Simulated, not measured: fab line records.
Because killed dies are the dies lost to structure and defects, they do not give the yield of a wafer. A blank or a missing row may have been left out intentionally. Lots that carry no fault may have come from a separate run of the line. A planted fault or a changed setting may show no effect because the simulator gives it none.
Which of the tools did it? :: flow gf180mcu :: 12 lots with 36 wafers sampled at 5 steps, on a route of 602 steps

## WHAT EACH GAUGE READ, for each wafer
GF_M4_CD_MEAS_14: the cd target is 280 nm. Usual: cdNm at 280.0 nm, with a standard deviation of 1.1.
lot: L798
measured: day 23 14:43
on: cdSem-02
cdNm (nm): 278.2 277.8 278.4
flag: 

lot: L799
measured: day 24 01:37
on: cdSem-01
cdNm (nm): 278.0 279.0 279.2
flag: 

lot: L802
measured: day 24 17:14
on: cdSem-02
cdNm (nm): 280.6 279.4 279.7
flag: 

lot: L801
measured: day 24 22:37
on: cdSem-02
cdNm (nm): 281.6 280.5 280.8
flag: 

lot: L804
measured: day 25 12:50
on: cdSem-02
cdNm (nm): 280.9 281.0 280.3
flag: 

lot: L806
measured: day 26 08:30
on: cdSem-02
cdNm (nm): 281.3 280.2 280.6
flag: 

lot: L808
measured: day 27 01:25
on: cdSem-02
cdNm (nm): 280.6 280.1 280.8
flag: 

lot: L810
measured: day 28 01:47
on: cdSem-01
cdNm (nm): 280.7 279.8 280.5
flag: 

lot: L813
measured: day 28 19:19
on: cdSem-01
cdNm (nm): 278.9 277.4 278.6
flag: 

lot: L817
measured: day 29 12:38
on: cdSem-01
cdNm (nm): 280.5 281.6 279.8
flag: 

lot: L818
measured: day 29 17:38
on: cdSem-01
cdNm (nm): 279.2 279.8 279.4
flag: 

lot: L820
measured: day 30 04:42
on: cdSem-02
cdNm (nm): 278.8 279.6 280.2
flag: 

GF_MIM_THK_MEAS_11: measures by xrf. Usual: MIM_ALCU_THK typically reads 199.7 nm, with standard deviation 2.7.
lot: L798
measured: day 24 16:53
on: filmMetro-01
MIM_ALCU_THK (nm): 197.0 200.3 199.4
flag: 

lot: L799
measured: day 25 04:00
on: filmMetro-03
MIM_ALCU_THK (nm): 200.1 201.3 199.7
flag: 

lot: L802
measured: day 25 18:08
on: filmMetro-02
MIM_ALCU_THK (nm): 198.6 199.5 200.1
flag: 

lot: L801
measured: day 25 23:40
on: filmMetro-01
MIM_ALCU_THK (nm): 196.0 203.7 201.6
flag: 

lot: L804
measured: day 26 12:41
on: filmMetro-02
MIM_ALCU_THK (nm): 198.7 197.8 196.9
flag: 

lot: L806
measured: day 27 07:43
on: filmMetro-01
MIM_ALCU_THK (nm): 194.9 200.2 199.6
flag: 

lot: L808
measured: day 28 01:21
on: filmMetro-01
MIM_ALCU_THK (nm): 204.6 202.3 203.2
flag: 

lot: L810
measured: day 29 00:26
on: filmMetro-02
MIM_ALCU_THK (nm): 200.3 194.8 198.2
flag: 

lot: L813
measured: day 29 18:11
on: filmMetro-01
MIM_ALCU_THK (nm): 199.2 201.2 196.6
flag: 

lot: L817
measured: day 30 11:01
on: filmMetro-01
MIM_ALCU_THK (nm): 198.6 195.6 201.8
flag: 

lot: L818
measured: day 30 15:44
on: filmMetro-03
MIM_ALCU_THK (nm): 204.0 204.0 199.7
flag: 

lot: L820
measured: day 31 02:00
on: filmMetro-02
MIM_ALCU_THK (nm): 201.7 202.1 201.8
flag: 

## WHICH TOOL RAN EACH LOT (tool, then ch and the chambers of the sampled wafers, then the start)
lot: L798
GF_M4_SPUTTER_00: pvdSputter-04, day 22 15:32
GF_V4_CMP_04: cmp-01 ch 0,2,3, day 23 15:56
GF_V4_ETCH_17: rieDiel-01 ch 1,2,3, day 24 16:53 or earlier

lot: L799
GF_M4_SPUTTER_00: pvdSputter-01, day 23 02:39
GF_V4_CMP_04: cmp-01 ch 0,1,2, day 24 02:50
GF_V4_ETCH_17: rieDiel-02 ch 0,3, day 25 04:00 or earlier

lot: L802
GF_M4_SPUTTER_00: pvdSputter-04, day 23 19:09
GF_V4_CMP_04: cmp-01 ch 0,1,2, day 24 18:22
GF_V4_ETCH_17: rieDiel-04 ch 0,2, day 25 18:08 or earlier

lot: L801
GF_M4_SPUTTER_00: pvdSputter-01, day 24 00:29
GF_V4_CMP_04: cmp-02 ch 0,1,3, day 24 23:58
GF_V4_ETCH_17: rieDiel-04 ch 0, day 25 23:40 or earlier

lot: L804
GF_M4_SPUTTER_00: pvdSputter-04, day 24 15:34
GF_V4_CMP_04: cmp-02 ch 0,1,2, day 25 13:55
GF_V4_ETCH_17: rieDiel-01 ch 0,1, day 26 12:41 or earlier

lot: L806
GF_M4_SPUTTER_00: pvdSputter-01, day 25 11:52
GF_V4_CMP_04: cmp-01 ch 1,2,3, day 26 09:43
GF_V4_ETCH_17: rieDiel-04 ch 0,3, day 27 07:43 or earlier

lot: L808
GF_M4_SPUTTER_00: pvdSputter-02, day 26 04:41
GF_V4_CMP_04: cmp-01 ch 0,1,2, day 27 02:53
GF_V4_ETCH_17: rieDiel-02 ch 0,2,3, day 28 01:21 or earlier

lot: L810
GF_M4_SPUTTER_00: pvdSputter-04, day 27 06:04
GF_V4_CMP_04: cmp-02 ch 0,3, day 28 02:59
GF_V4_ETCH_17: rieDiel-02 ch 0,2,3, day 29 00:26 or earlier

lot: L813
GF_M4_SPUTTER_00: pvdSputter-02, day 27 23:52
GF_V4_CMP_04: cmp-02 ch 0,1,3, day 28 20:35
GF_V4_ETCH_17: rieDiel-02 ch 1,2,3, day 29 18:11 or earlier

lot: L817
GF_M4_SPUTTER_00: pvdSputter-01, day 28 17:35
GF_V4_CMP_04: cmp-01 ch 1,2,3, day 29 13:43
GF_V4_ETCH_17: rieDiel-01 ch 0,2, day 30 11:01 or earlier

lot: L818
GF_M4_SPUTTER_00: pvdSputter-04, day 28 21:47
GF_V4_CMP_04: cmp-02 ch 0,1,3, day 29 18:44
GF_V4_ETCH_17: rieDiel-02 ch 1,2,3, day 30 15:44 or earlier

lot: L820
GF_M4_SPUTTER_00: pvdSputter-01, day 29 09:43
GF_V4_CMP_04: cmp-02 ch 1,2, day 30 05:50
GF_V4_ETCH_17: rieDiel-01 ch 0,1,2, day 31 02:00 or earlier
- GF_M4_SPUTTER_00: material Ti, target thk 37.5 nm, time 150 s.
- GF_V4_CMP_04: polishes SiO2.
- GF_V4_ETCH_17: etches SiO2 in C4F8/O2/Ar, stops on TiN, target depth 630 nm.

## WHAT THE TOOLS THEMSELVES READ (means of the sampled wafers that have a number; where no wafer has one, the mark that the record gives instead)
GF_M4_SPUTTER_00. Usual: throttleValvePct at 29.7 %, with a standard deviation of 1.5.
lot: L798
tool: pvdSputter-04
throttleValvePct (%): 29.1
flag: 

lot: L799
tool: pvdSputter-01
throttleValvePct (%): 30.4
flag: 

lot: L802
tool: pvdSputter-04
throttleValvePct (%): 29.0
flag: 

lot: L801
tool: pvdSputter-01
throttleValvePct (%): 29.5
flag: 

lot: L804
tool: pvdSputter-04
throttleValvePct (%): 29.2
flag: 

lot: L806
tool: pvdSputter-01
throttleValvePct (%): 29.4
flag: 

lot: L808
tool: pvdSputter-02
throttleValvePct (%): 30.6
flag: 

lot: L810
tool: pvdSputter-04
throttleValvePct (%): 29.1
flag: 

lot: L813
tool: pvdSputter-02
throttleValvePct (%): 29.5
flag: 

lot: L817
tool: pvdSputter-01
throttleValvePct (%): 29.4
flag: 

lot: L818
tool: pvdSputter-04
throttleValvePct (%): 29.7
flag: 

lot: L820
tool: pvdSputter-01
throttleValvePct (%): 29.6
flag: 

GF_V4_CMP_04. Usual: motorCurrentA 12.3 A, standard deviation 1.5; timeToEndpointS 80 s, standard deviation 4.9.
lot: L798
tool: cmp-01
motorCurrentA (A): 12.3
timeToEndpointS (s): 78
flag: 

lot: L799
tool: cmp-01
motorCurrentA (A): 13.9
timeToEndpointS (s): 81
flag: 

lot: L802
tool: cmp-01
motorCurrentA (A): 13.6
timeToEndpointS (s): 88
flag: 

lot: L801
tool: cmp-02
motorCurrentA (A): 13.0
timeToEndpointS (s): 80
flag: 

lot: L804
tool: cmp-02
motorCurrentA (A): 11.8
timeToEndpointS (s): 81
flag: 

lot: L806
tool: cmp-01
motorCurrentA (A): 11.9
timeToEndpointS (s): 76
flag: 

lot: L808
tool: cmp-01
motorCurrentA (A): 13.3
timeToEndpointS (s): 77
flag: 

lot: L810
tool: cmp-02
motorCurrentA (A): 13.4
timeToEndpointS (s): 82
flag: 

lot: L813
tool: cmp-02
motorCurrentA (A): 12.9
timeToEndpointS (s): 75
flag: 

lot: L817
tool: cmp-01
motorCurrentA (A): 11.7
timeToEndpointS (s): 80
flag: 

lot: L818
tool: cmp-02
motorCurrentA (A): 12.8
timeToEndpointS (s): 78
flag: 

lot: L820
tool: cmp-02
motorCurrentA (A): 11.6
timeToEndpointS (s): 83
flag: 

GF_V4_ETCH_17. Usual: oesProductAu at 0.856 a.u., with a standard deviation of 0.0055.
lot: L798
tool: rieDiel-01
oesProductAu (a.u.): 0.860
flag: 

lot: L799
tool: rieDiel-02
oesProductAu (a.u.): 0.856
flag: 

lot: L802
tool: rieDiel-04
oesProductAu (a.u.): 0.858
flag: 

lot: L801
tool: rieDiel-04
oesProductAu (a.u.): 0.854
flag: 

lot: L804
tool: rieDiel-01
oesProductAu (a.u.): 0.855
flag: 

lot: L806
tool: rieDiel-04
oesProductAu (a.u.): 0.849
flag: 

lot: L808
tool: rieDiel-02
oesProductAu (a.u.): 0.852
flag: 

lot: L810
tool: rieDiel-02
oesProductAu (a.u.): 0.860
flag: 

lot: L813
tool: rieDiel-02
oesProductAu (a.u.): 0.851
flag: 

lot: L817
tool: rieDiel-01
oesProductAu (a.u.): 0.858
flag: 

lot: L818
tool: rieDiel-02
oesProductAu (a.u.): 0.856
flag: 

lot: L820
tool: rieDiel-01
oesProductAu (a.u.): 0.844
flag: 

## THE ANSWER, worked out from the rows above alone
Rule: lot off if the mean of its wafers having a number is beyond 3 standard deviations from the usual mean. A lot without any number at a reading at which 4 lots or more have one is off too. All remaining lots with rows at the step are treated as sound. First the gauges in route order, then the tools' own readings, where a lot's mean is used as printed above. The first step at which some lot is off is used, and at that step the reading that is off furthest; a lot without a number counts as furthest.
No lot is off at any reading shown: from this, nothing can be told.

## WHAT WAS PUT IN BY THE SIMULATOR
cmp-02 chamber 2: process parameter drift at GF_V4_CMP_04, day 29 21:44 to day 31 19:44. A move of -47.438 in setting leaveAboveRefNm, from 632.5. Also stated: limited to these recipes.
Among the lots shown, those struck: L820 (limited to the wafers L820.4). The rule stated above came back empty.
